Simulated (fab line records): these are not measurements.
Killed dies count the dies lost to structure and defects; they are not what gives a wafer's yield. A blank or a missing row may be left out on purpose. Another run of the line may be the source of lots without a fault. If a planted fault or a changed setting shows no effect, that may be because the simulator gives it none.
Which of the tools did it? | flow sky130 | 14 lots with 42 wafers sampled at 4 steps, on a route of 708 steps

## WHAT EACH GAUGE READ, for each wafer
SKY_VT_ADJUST_LVTN_OVL_MEAS_18. Usual: VT_ADJUST_LVTN_01_OVL gives 0.0 nm (standard deviation 1.4).
lot  | measured     | on         | VT_ADJUST_LVTN_01_OVL (nm) | flag
L631 | day 7 18:58  | overlay-01 | 0.9 0.2 -1.7               |
L632 | day 8 01:16  | overlay-01 | -0.1 -0.3 -0.7             |
L636 | day 9 07:18  | overlay-01 | -1.5 0.0 -1.0              |
L637 | day 9 08:54  | overlay-01 | - - -                      | OFF
L638 | day 9 18:23  | overlay-01 | - - -                      | OFF
L643 | day 11 00:44 | overlay-01 | -0.9 1.6 -0.8              |
L644 | day 11 10:41 | overlay-01 | 0.8 -0.5 -0.7              |
L645 | day 11 18:23 | overlay-02 | -0.3 2.0 0.0               |
L647 | day 12 13:23 | overlay-02 | -2.0 -2.2 -1.0             |
L648 | day 12 20:17 | overlay-01 | 0.5 -1.1 -2.2              |
L649 | day 12 22:24 | overlay-01 | 2.4 0.3 1.2                |
L651 | day 13 15:33 | overlay-02 | -2.1 -2.8 0.4              |
L652 | day 13 21:32 | overlay-01 | -1.7 -0.5 0.1              |
L654 | day 14 08:39 | overlay-02 | -1.7 -0.9 0.0              |

SKY_VT_ADJUST_NCORE_TW_MEAS_11. Usual: VT_ADJUST_NCORE_TW gives 220.2 (standard deviation 2.5).
lot  | measured     | on            | VT_ADJUST_NCORE_TW | flag
L631 | day 8 16:21  | film_metro-01 | 219.2 217.8 219.6  |
L632 | day 8 22:31  | film_metro-04 | 223.6 225.3 224.0  |
L636 | day 10 06:02 | film_metro-01 | 218.8 220.6 218.5  |
L637 | day 10 07:38 | film_metro-02 | 250.0 249.1 249.6  | OFF
L638 | day 10 18:04 | film_metro-01 | 251.0 251.0 250.6  | OFF
L643 | day 12 00:31 | film_metro-04 | 222.4 222.2 223.0  |
L644 | day 12 11:36 | film_metro-01 | 219.5 219.6 217.5  |
L645 | day 12 19:07 | film_metro-04 | 223.6 222.9 223.5  |
L647 | day 13 15:19 | film_metro-02 | 218.8 217.3 219.0  |
L648 | day 13 21:31 | film_metro-01 | 220.0 219.0 220.6  |
L649 | day 13 23:47 | film_metro-01 | 220.0 219.4 218.5  |
L651 | day 14 18:26 | film_metro-02 | 217.9 218.5 218.6  |
L652 | day 15 00:05 | film_metro-02 | 219.7 218.8 217.5  |
L654 | day 15 12:08 | film_metro-01 | 218.1 218.9 219.7  |

SKY_VT_ADJUST_HVTR_TW_MEAS_11. Usual: VT_ADJUST_HVTR_TW gives 209.4 (standard deviation 1.9).
lot  | measured     | on            | VT_ADJUST_HVTR_TW | flag
L631 | day 9 14:04  | film_metro-02 | 212.3 210.9 211.2 |
L632 | day 9 20:51  | film_metro-03 | 208.3 208.0 207.6 |
L636 | day 11 05:41 | film_metro-03 | 206.7 207.1 207.9 |
L637 | day 11 06:37 | film_metro-02 | 243.4 244.4 241.9 | OFF
L638 | day 11 18:08 | film_metro-01 | 243.5 242.1 242.5 | OFF
L643 | day 13 01:48 | film_metro-02 | 208.8 209.2 209.8 |
L644 | day 13 12:14 | film_metro-02 | 210.4 209.6 209.9 |
L645 | day 13 20:11 | film_metro-01 | 211.4 212.4 211.1 |
L647 | day 14 18:19 | film_metro-01 | 209.6 211.1 209.8 |
L648 | day 14 23:25 | film_metro-02 | 209.8 210.2 209.5 |
L649 | day 15 01:58 | film_metro-03 | 206.7 206.9 205.3 |
L651 | day 15 21:58 | film_metro-03 | 208.1 207.3 205.7 |
L652 | day 16 04:13 | film_metro-01 | 210.7 210.8 210.9 |
L654 | day 16 17:17 | film_metro-02 | 210.5 212.3 211.6 |

## EACH LOT AND THE TOOL THAT RAN IT (in order: tool; ch and the chambers of the sampled wafers; start)
lot  | SKY_VT_ADJUST_LVTN_COAT_13
L631 | litho_track-02 ch 0, day 7 08:58
L632 | litho_track-02 ch 0, day 7 15:16
L636 | litho_track-03 ch 0, day 8 19:39
L637 | litho_track-02, day 8 21:52
L638 | litho_track-03, day 9 07:36
L643 | litho_track-03 ch 0, day 10 13:02
L644 | litho_track-02 ch 0, day 10 22:32
L645 | litho_track-04 ch 0, day 11 06:29
L647 | litho_track-02 ch 0, day 12 00:52
L648 | litho_track-03 ch 0, day 12 08:21
L649 | litho_track-03 ch 0, day 12 10:36
L651 | litho_track-03 ch 0, day 13 02:48
L652 | litho_track-02 ch 0, day 13 08:56
L654 | litho_track-04 ch 0, day 13 19:25
- SKY_VT_ADJUST_LVTN_COAT_13: resist thk 1140 nm.

## WHAT THE TOOLS THEMSELVES READ (means of the sampled wafers that have a number; where no wafer has one, the mark that the record gives instead)
SKY_VT_ADJUST_LVTN_COAT_13. Usual: chill_plate_temp_C 22.99 C, standard deviation 0.094; dispense_pressure_kPa 49.4 kPa, standard deviation 1.2.
lot  | tool           | chill_plate_temp_C (C) | dispense_pressure_kPa (kPa) | flag
L631 | litho_track-02 | 22.97                  | 49.5                        |
L632 | litho_track-02 | 22.97                  | 49.5                        |
L636 | litho_track-03 | 23.03                  | 51.1                        |
L637 | litho_track-02 | -                      | -                           | OFF
L638 | litho_track-03 | -                      | -                           | OFF
L643 | litho_track-03 | 23.01                  | 51.0                        |
L644 | litho_track-02 | 22.93                  | 49.5                        |
L645 | litho_track-04 | 23.04                  | 48.0                        |
L647 | litho_track-02 | 22.97                  | 49.5                        |
L648 | litho_track-03 | 22.98                  | 51.0                        |
L649 | litho_track-03 | 22.86                  | 51.0                        |
L651 | litho_track-03 | 22.97                  | 51.0                        |
L652 | litho_track-02 | 22.85                  | 49.5                        |
L654 | litho_track-04 | 23.01                  | 48.0                        |

## THE ANSWER, worked out from the rows above alone
Rule: a lot counts as off when the mean over its wafers that have a number is more than 3 standard deviations away from the usual mean. Also off: a lot with no number at a reading for which 4 or more lots have one. The other lots that the step has rows for count as sound. First the gauges in route order, then the tools' own readings, where a lot's mean is used as printed above. At the first step where some lot is off, the reading lying furthest off is the one used; lots without a number count as furthest.
Off: L637, L638, at SKY_VT_ADJUST_LVTN_OVL_MEAS_18 (VT_ADJUST_LVTN_01_OVL). Without a number there: L637, L638.
If a tool, at a process step before that reading, ran all the lots that are off and no sound lot after the first of them, it fits. The gauges at SKY_VT_ADJUST_LVTN_OVL_MEAS_18 aren't tried: what is off there is off at SKY_VT_ADJUST_NCORE_TW_MEAS_11 too, on other tools, and a gauge's error can't cause that. Of those tried, none fits.

## WHAT HAD BEEN PUT IN BY THE SIMULATOR
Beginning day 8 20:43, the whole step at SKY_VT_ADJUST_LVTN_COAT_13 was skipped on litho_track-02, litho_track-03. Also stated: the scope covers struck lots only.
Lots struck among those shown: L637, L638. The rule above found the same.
